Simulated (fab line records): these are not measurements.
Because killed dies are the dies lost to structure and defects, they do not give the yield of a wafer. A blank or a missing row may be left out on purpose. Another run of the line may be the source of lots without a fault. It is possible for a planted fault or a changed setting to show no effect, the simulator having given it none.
Which tool is to blame? || flow gf180mcu || 13 lots with 37 wafers sampled at 4 steps, on a route of 602 steps

## WHAT THE GAUGES READ, wafer by wafer
GF_M2_CD_MEAS_14: target cd 280 nm. Usual: cd nm reads 279.9 nm (standard deviation 1.2).
{"lot": "L876", "measured": "day 19 05:14", "on": "cd sem-02", "cd nm (nm)": "278.8 278.9 279.3", "flag": ""}
{"lot": "L878", "measured": "day 19 18:01", "on": "cd sem-02", "cd nm (nm)": "280.5 279.8 279.3", "flag": ""}
{"lot": "L879", "measured": "day 20 07:43", "on": "cd sem-01", "cd nm (nm)": "277.9 279.2 278.9", "flag": ""}
{"lot": "L880", "measured": "day 20 18:29", "on": "cd sem-01", "cd nm (nm)": "280.2 280.1 278.8", "flag": ""}
{"lot": "L881", "measured": "day 21 03:32", "on": "cd sem-02", "cd nm (nm)": "280.4 281.7 281.8", "flag": ""}
{"lot": "L882", "measured": "day 21 06:23", "on": "cd sem-01", "cd nm (nm)": "282.6 281.1 280.7", "flag": ""}
{"lot": "L883", "measured": "day 21 10:40", "on": "cd sem-02", "cd nm (nm)": "280.6 280.8 279.7", "flag": ""}
{"lot": "L884", "measured": "day 22 06:14", "on": "cd sem-01", "cd nm (nm)": "280.9 281.5 281.3", "flag": ""}
{"lot": "L885", "measured": "day 22 08:00", "on": "cd sem-02", "cd nm (nm)": "280.8 279.2 279.9", "flag": ""}
{"lot": "L887", "measured": "day 23 04:17", "on": "cd sem-02", "cd nm (nm)": "278.1 278.5 278.8", "flag": ""}
{"lot": "L888", "measured": "day 23 13:32", "on": "cd sem-01", "cd nm (nm)": "278.1 278.1 277.2", "flag": ""}
{"lot": "L889", "measured": "day 23 19:58", "on": "cd sem-01", "cd nm (nm)": "239.7 281.2 239.6 281.0", "flag": "OFF"}
{"lot": "L891", "measured": "day 24 11:20", "on": "cd sem-02", "cd nm (nm)": "237.9 281.9 237.9 281.6", "flag": "OFF"}

## TOOL THAT RAN EACH LOT (tool first, then ch and the chambers of the sampled wafers, then the start)
{"lot": "L876", "GF_V1_STRIP_18": "plasma asher-03 ch 0,1, day 18 02:29", "GF_M2_SPUTTER_01": "pvd sputter-03, day 18 05:12", "GF_M2_EXPOSE_11": "krf scanner-02 ch 0, day 18 17:12"}
{"lot": "L878", "GF_V1_STRIP_18": "plasma asher-03 ch 0,1, day 18 16:09", "GF_M2_SPUTTER_01": "pvd sputter-02, day 18 17:28", "GF_M2_EXPOSE_11": "krf scanner-01 ch 0, day 19 06:11"}
{"lot": "L879", "GF_V1_STRIP_18": "plasma asher-01 ch 0,1, day 19 06:16", "GF_M2_SPUTTER_01": "pvd sputter-02, day 19 07:37", "GF_M2_EXPOSE_11": "krf scanner-02 ch 0, day 19 19:50"}
{"lot": "L880", "GF_V1_STRIP_18": "plasma asher-01 ch 0,1, day 19 16:47", "GF_M2_SPUTTER_01": "pvd sputter-03, day 19 18:09", "GF_M2_EXPOSE_11": "krf scanner-01 ch 0, day 20 06:22"}
{"lot": "L881", "GF_V1_STRIP_18": "plasma asher-01 ch 0,1, day 20 02:04", "GF_M2_SPUTTER_01": "pvd sputter-01, day 20 03:24", "GF_M2_EXPOSE_11": "krf scanner-02 ch 0, day 20 14:55"}
{"lot": "L882", "GF_V1_STRIP_18": "plasma asher-03 ch 0,1, day 20 04:34", "GF_M2_SPUTTER_01": "pvd sputter-03, day 20 05:51", "GF_M2_EXPOSE_11": "krf scanner-02 ch 0, day 20 18:17"}
{"lot": "L883", "GF_V1_STRIP_18": "plasma asher-01 ch 0,1, day 20 09:40", "GF_M2_SPUTTER_01": "pvd sputter-03, day 20 11:00", "GF_M2_EXPOSE_11": "krf scanner-02 ch 0, day 20 23:04"}
{"lot": "L884", "GF_V1_STRIP_18": "plasma asher-01 ch 0,1, day 21 05:06", "GF_M2_SPUTTER_01": "pvd sputter-01, day 21 06:26", "GF_M2_EXPOSE_11": "krf scanner-01 ch 0, day 21 18:25"}
{"lot": "L885", "GF_V1_STRIP_18": "plasma asher-04 ch 1, day 21 06:58", "GF_M2_SPUTTER_01": "pvd sputter-01, day 21 08:18", "GF_M2_EXPOSE_11": "krf scanner-02 ch 0, day 21 20:23"}
{"lot": "L887", "GF_V1_STRIP_18": "plasma asher-03 ch 0,1, day 21 23:46", "GF_M2_SPUTTER_01": "pvd sputter-02, day 22 01:06", "GF_M2_EXPOSE_11": "krf scanner-01 ch 0, day 22 16:37"}
{"lot": "L888", "GF_V1_STRIP_18": "plasma asher-04 ch 0, day 22 13:28", "GF_M2_SPUTTER_01": "pvd sputter-01, day 22 14:48", "GF_M2_EXPOSE_11": "krf scanner-01 ch 0, day 23 02:29"}
{"lot": "L889", "GF_V1_STRIP_18": "plasma asher-03 ch 0, day 22 20:09", "GF_M2_SPUTTER_01": "pvd sputter-02, day 22 21:29", "GF_M2_EXPOSE_11": "krf scanner-01 ch 0, day 23 09:07"}
{"lot": "L891", "GF_V1_STRIP_18": "plasma asher-01 ch 0,1, day 23 11:50", "GF_M2_SPUTTER_01": "pvd sputter-03, day 23 13:07", "GF_M2_EXPOSE_11": "krf scanner-01 ch 0, day 24 00:42"}
- GF_V1_STRIP_18: strips in O2/N2.
- GF_M2_SPUTTER_01: material TiN, target thk 30 nm, time 25 s.
- GF_M2_EXPOSE_11: exposes mask Metal2, target cd 280 nm.

## WHAT THE TOOLS THEMSELVES READ (means of the sampled wafers that have a number; where no wafer has one, the mark that the record gives instead)
GF_V1_STRIP_18. Usual: drypump motor current A 5.9 A, standard deviation 0.47; heater power w 332 W, standard deviation 15; oes product au 0.591 a.u., standard deviation 0.0054.
{"lot": "L876", "tool": "plasma asher-03", "drypump motor current A (A)": 5.7, "heater power w (W)": 320, "oes product au (a.u.)": 0.584, "flag": ""}
{"lot": "L878", "tool": "plasma asher-03", "drypump motor current A (A)": 6.0, "heater power w (W)": 332, "oes product au (a.u.)": 0.591, "flag": ""}
{"lot": "L879", "tool": "plasma asher-01", "drypump motor current A (A)": 5.9, "heater power w (W)": 323, "oes product au (a.u.)": 0.589, "flag": ""}
{"lot": "L880", "tool": "plasma asher-01", "drypump motor current A (A)": 6.1, "heater power w (W)": 323, "oes product au (a.u.)": 0.591, "flag": ""}
{"lot": "L881", "tool": "plasma asher-01", "drypump motor current A (A)": 6.1, "heater power w (W)": 328, "oes product au (a.u.)": 0.587, "flag": ""}
{"lot": "L882", "tool": "plasma asher-03", "drypump motor current A (A)": 5.7, "heater power w (W)": 324, "oes product au (a.u.)": 0.593, "flag": ""}
{"lot": "L883", "tool": "plasma asher-01", "drypump motor current A (A)": 6.1, "heater power w (W)": 326, "oes product au (a.u.)": 0.592, "flag": ""}
{"lot": "L884", "tool": "plasma asher-01", "drypump motor current A (A)": 6.1, "heater power w (W)": 321, "oes product au (a.u.)": 0.593, "flag": ""}
{"lot": "L885", "tool": "plasma asher-04", "drypump motor current A (A)": 6.2, "heater power w (W)": 365, "oes product au (a.u.)": 0.591, "flag": ""}
{"lot": "L887", "tool": "plasma asher-03", "drypump motor current A (A)": 5.7, "heater power w (W)": 326, "oes product au (a.u.)": 0.593, "flag": ""}
{"lot": "L888", "tool": "plasma asher-04", "drypump motor current A (A)": 5.5, "heater power w (W)": 330, "oes product au (a.u.)": 0.595, "flag": ""}
{"lot": "L889", "tool": "plasma asher-03", "drypump motor current A (A)": 5.3, "heater power w (W)": 316, "oes product au (a.u.)": 0.592, "flag": ""}
{"lot": "L891", "tool": "plasma asher-01", "drypump motor current A (A)": 5.9, "heater power w (W)": 324, "oes product au (a.u.)": 0.593, "flag": ""}

GF_M2_SPUTTER_01. Usual: throttle valve pct reads 30.2 % (standard deviation 1).
{"lot": "L876", "tool": "pvd sputter-03", "throttle valve pct (%)": 31.3, "flag": ""}
{"lot": "L878", "tool": "pvd sputter-02", "throttle valve pct (%)": 29.1, "flag": ""}
{"lot": "L879", "tool": "pvd sputter-02", "throttle valve pct (%)": 29.6, "flag": ""}
{"lot": "L880", "tool": "pvd sputter-03", "throttle valve pct (%)": 30.9, "flag": ""}
{"lot": "L881", "tool": "pvd sputter-01", "throttle valve pct (%)": 30.7, "flag": ""}
{"lot": "L882", "tool": "pvd sputter-03", "throttle valve pct (%)": 29.8, "flag": ""}
{"lot": "L883", "tool": "pvd sputter-03", "throttle valve pct (%)": 30.3, "flag": ""}
{"lot": "L884", "tool": "pvd sputter-01", "throttle valve pct (%)": 30.1, "flag": ""}
{"lot": "L885", "tool": "pvd sputter-01", "throttle valve pct (%)": 30.6, "flag": ""}
{"lot": "L887", "tool": "pvd sputter-02", "throttle valve pct (%)": 29.5, "flag": ""}
{"lot": "L888", "tool": "pvd sputter-01", "throttle valve pct (%)": 30.6, "flag": ""}
{"lot": "L889", "tool": "pvd sputter-02", "throttle valve pct (%)": 29.1, "flag": ""}
{"lot": "L891", "tool": "pvd sputter-03", "throttle valve pct (%)": 30.6, "flag": ""}

## THE ANSWER, worked out from the rows above alone
Rule: lot off if the mean of its wafers having a number is beyond 3 standard deviations from the usual mean. Also off: a lot with no number at a reading for which 4 or more lots have one. Any other lot the step has rows for is counted as sound. The gauges are gone through in route order, then the tools' own readings, and for those a lot's mean is taken as printed above. At the first step where some lot is off, the reading lying furthest off is the one used; lots without a number count as furthest.
Off: L889, L891 (GF_M2_CD_MEAS_14, cd nm).
A tool fits if, at a process step before that reading, it ran every lot that is off, and no sound lot after the first of them. The gauges at GF_M2_CD_MEAS_14 are tried like those tools. One fits: GF_M2_EXPOSE_11 on krf scanner-01. Its last sound lot is L888 (day 23 02:29), its first lot that is off L889 (day 23 09:07): a fault that began between those two fits.

## WHAT THE SIMULATOR HAD INSERTED
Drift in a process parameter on krf scanner-01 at GF_M2_EXPOSE_11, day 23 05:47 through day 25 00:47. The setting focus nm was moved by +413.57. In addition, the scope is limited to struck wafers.
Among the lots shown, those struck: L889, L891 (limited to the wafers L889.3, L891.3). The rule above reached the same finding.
